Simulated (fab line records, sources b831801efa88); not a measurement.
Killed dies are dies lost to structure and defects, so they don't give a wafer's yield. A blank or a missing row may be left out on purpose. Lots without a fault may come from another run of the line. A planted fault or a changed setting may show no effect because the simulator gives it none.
A struck lot beside a sound one | flow gf180mcu | 18 steps out of a route of 602
Sound: wafers L909.1, L909.2, L909.3. Struck: wafers L924.4, L924.6. The cause comes at the end.
At each step with rows: each side's tool, then ch and its chambers, then its first start. Under that, the readings that differ: sound wafers | struck wafers | difference of the means | sigmas: that difference in standard deviations of wafers without a fault.
alike: readings whose means differ by less than 2 such deviations, and words and numbers that are the same on both sides. not compared: withheld readings, readings that some wafer has no value for, bounds like >300 that may hide the same value, and numbers for which the record gives no deviation and whose values overlap.
The two part at a step that has a row with sigmas, a row that says differs or no value, or rows on one side only. Numbers that don't overlap but have no deviation are shown without sigmas and don't part them. A reading that every wafer of one side lacks parts them only if that side has two wafers or more.

first, 3 steps without rows for these wafers: GF_V3_EXPOSE_11 (exposes mask Via3, target cd 260 nm); GF_V3_PEB_12 (peb time 90 s); GF_V3_DEVELOP_13 (develop time 60 s).
GF_V3_CD_MEAS_14: target cd 260 nm.
  sound on cd_sem-02, day 22 12:46; struck on cd_sem-01, day 28 02:26
  alike: cd_nm
GF_V3_OVL_MEAS_15:
  sound on overlay-01, day 22 12:53; struck on overlay-01, day 28 02:31
  reading     | sound     | struck | difference | sigmas
  V3_OVL (nm) | -3 -14 -4 | 3 7    | +12        | +2
GF_V3_ETCH_16: etches BARC in N2/H2.
  sound on rie_diel-02 ch 0,1,2, day 22 12:56; struck on rie_diel-02 ch 2, day 28 02:32
  alike: bias_w, drypump_motor_current_A, n2_flow_sccm, oes_product_au, throttle_valve_pct
GF_V3_ETCH_17: etches SiO2 in C4F8/O2/Ar, stops on TiN, target depth 635 nm.
  sound on rie_diel-02 ch 0,1,2; struck on rie_diel-02 ch 2
  alike: bias_w, oes_product_au
then, 3 steps without rows for these wafers: GF_V3_STRIP_18 (strips in O2/N2); GF_V3_STRIP_19 (strips in post etch residue remover, time 1200 s); GF_V3_CLEAN_20 (cleans in DIW).
GF_V3_SPUTTER_21: material Ti, target thk 15 nm, time 80.02 s.
  sound on pvd_sputter-03, day 22 13:37; struck on pvd_sputter-02, day 28 03:11
  alike: throttle_valve_pct
GF_V3_SPUTTER_22: material TiN, target thk 10 nm, time 40 s.
  sound on pvd_sputter-03, day 22 13:41; struck on pvd_sputter-02, day 28 03:15
  alike: throttle_valve_pct
GF_V3_CVD_23: deposits W, target thk 350 nm, time 104.9 s.
  sound on cvd_w-02 ch 0,1, day 22 13:43; struck on cvd_w-01 ch 0, day 28 03:20
  reading                          | sound             | struck      | difference | sigmas
  model.W_of_V3_CVD_23.thk_nm (nm) | 352.7 356.3 352.7 | 101.7 104.9 | -250.6     |
  alike: chamber_pressure_Torr, heater_power_w
GF_V3_RS_MEAS_24: measures by four-point-probe.
  sound on film_metro-03, day 22 13:50; struck on film_metro-01, day 28 03:28
  reading          | sound             | struck      | difference | sigmas
  V3_W_RS (ohm/sq) | 0.325 0.322 0.325 | 1.159 1.122 | +0.817     | +99 or more
GF_V3_THK_MEAS_25: measures by xrf.
  sound on film_metro-03, day 22 13:57; struck on film_metro-01, day 28 03:33
  reading       | sound       | struck  | difference | sigmas
  V3_W_THK (nm) | 362 364 360 | 103 105 | -258       | -46
GF_V3_CMP_26: polishes, stops on SiO2, t overpolish 15 s, target thk 0 nm.
  sound on cmp-02 ch 0,2,3, day 22 14:01; struck on cmp-02 ch 1,3, day 28 03:42
  reading                | sound          | struck    | difference | sigmas
  time_to_endpoint_s (s) | 81.4 83.7 83.9 | 22.6 27.0 | -58.2      | -24
  alike: motor_current_A, platen_rpm
GF_M4_SPUTTER_00: material Ti, target thk 37.5 nm, time 150 s.
  sound on pvd_sputter-04, day 22 14:19; struck on pvd_sputter-04, day 28 03:54
  alike: throttle_valve_pct
GF_PASSIVATION_PROBE_99:
  the record has rows for the sound wafers here (prober-02, day 29 03:36) and none for the struck ones

WHERE THEY PART
First at GF_V3_OVL_MEAS_15; last, within this record, at GF_PASSIVATION_PROBE_99.

WHY: what the simulator had put in
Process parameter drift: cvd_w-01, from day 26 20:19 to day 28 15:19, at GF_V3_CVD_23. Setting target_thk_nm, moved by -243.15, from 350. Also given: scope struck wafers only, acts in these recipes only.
